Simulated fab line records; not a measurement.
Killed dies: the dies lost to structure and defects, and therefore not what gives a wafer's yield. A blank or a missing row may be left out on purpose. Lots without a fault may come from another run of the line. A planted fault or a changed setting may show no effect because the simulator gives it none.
Matching of chambers :: flow sfq_line :: SFQ_TRILAYER_I3_VIA_ETCH_VIA_ETCH_088 on rie_diel-03: 4 sister chambers
The step etches SiO2 in CHF3, stops on Nb, target depth 260 nm. 14 wafers are shown with their chamber, then 7 later ones without.

## EACH WAFER AND ITS CHAMBER
wafer: L926.1
chamber: 2
drypump_motor_current_A (A): 6.1
oes_product_au (a.u.): 0.854

wafer: L926.3
chamber: 0
drypump_motor_current_A (A): 5.1
oes_product_au (a.u.): 0.852

wafer: L926.4
chamber: 1
drypump_motor_current_A (A): 5.6
oes_product_au (a.u.): 0.855

wafer: L927.3
chamber: 0
drypump_motor_current_A (A): 5.2
oes_product_au (a.u.): 0.852

wafer: L927.4
chamber: 3
drypump_motor_current_A (A): 6.1
oes_product_au (a.u.): 0.864

wafer: L927.5
chamber: 0
drypump_motor_current_A (A): 5.1
oes_product_au (a.u.): 0.862

wafer: L928.4
chamber: 0
drypump_motor_current_A (A): 5.1
oes_product_au (a.u.): 0.848

wafer: L928.5
chamber: 3
drypump_motor_current_A (A): 6.2
oes_product_au (a.u.): 0.851

wafer: L928.6
chamber: 2
drypump_motor_current_A (A): 6.1
oes_product_au (a.u.): 0.848

wafer: L936.3
chamber: 0
drypump_motor_current_A (A): 5.2
oes_product_au (a.u.): 0.850

wafer: L936.5
chamber: 1
drypump_motor_current_A (A): 5.6
oes_product_au (a.u.): 0.848

wafer: L936.6
chamber: 0
drypump_motor_current_A (A): 5.2
oes_product_au (a.u.): 0.861

wafer: L937.2
chamber: 0
drypump_motor_current_A (A): 5.2
oes_product_au (a.u.): 0.860

wafer: L937.3
chamber: 3
drypump_motor_current_A (A): 6.2
oes_product_au (a.u.): 0.859

SIGNATURES (averages over the wafers above)
reading: drypump_motor_current_A
chamber 0: 5.157
chamber 1: 5.600
chamber 2: 6.100
chamber 3: 6.167
scatter within a chamber: 0.0488

reading: oes_product_au
chamber 0: 0.85500
chamber 1: 0.85150
chamber 2: 0.85100
chamber 3: 0.85800
scatter within a chamber: 0.00575
Rule: for each reading, subtract the chamber's mean from the wafer's reading, divide by that reading's scatter and square the result; add these up over the readings and take the root, which gives the wafer's distance from the chamber. If the next closest chamber is less than 2 further off than the closest, the wafer can't be placed; otherwise it belongs to the closest. How the scatter is found: for the shown wafers, subtract from each reading the mean of its chamber, square and add these, divide the total by (wafers less chambers), then take the root.

## WAFERS WHOSE CHAMBER IS MISSING
wafer: L937.4
drypump_motor_current_A (A): 5.6
oes_product_au (a.u.): 0.847

wafer: L939.1
drypump_motor_current_A (A): 6.1
oes_product_au (a.u.): 0.849

wafer: L939.4
drypump_motor_current_A (A): 5.2
oes_product_au (a.u.): 0.855

wafer: L939.6
drypump_motor_current_A (A): 6.2
oes_product_au (a.u.): 0.851

wafer: L942.2
drypump_motor_current_A (A): 5.2
oes_product_au (a.u.): 0.857

wafer: L942.3
drypump_motor_current_A (A): 5.6
oes_product_au (a.u.): 0.854

wafer: L942.4
drypump_motor_current_A (A): 6.1
oes_product_au (a.u.): 0.859

## WHICH CHAMBER EACH ONE RAN IN
wafer: L937.4
from the rows above: 1
in truth: 1

wafer: L939.1
from the rows above: can't be placed: 2 or 3
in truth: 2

wafer: L939.4
from the rows above: 0
in truth: 0

wafer: L939.6
from the rows above: can't be placed: 3 or 2
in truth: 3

wafer: L942.2
from the rows above: 0
in truth: 0

wafer: L942.3
from the rows above: 1
in truth: 1

wafer: L942.4
from the rows above: can't be placed: 3 or 2
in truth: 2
Correctly placed: 4 of 7. From these rows, 3 cannot be placed; in 3 the true chamber is one of the candidates. Wrongly placed: 0.
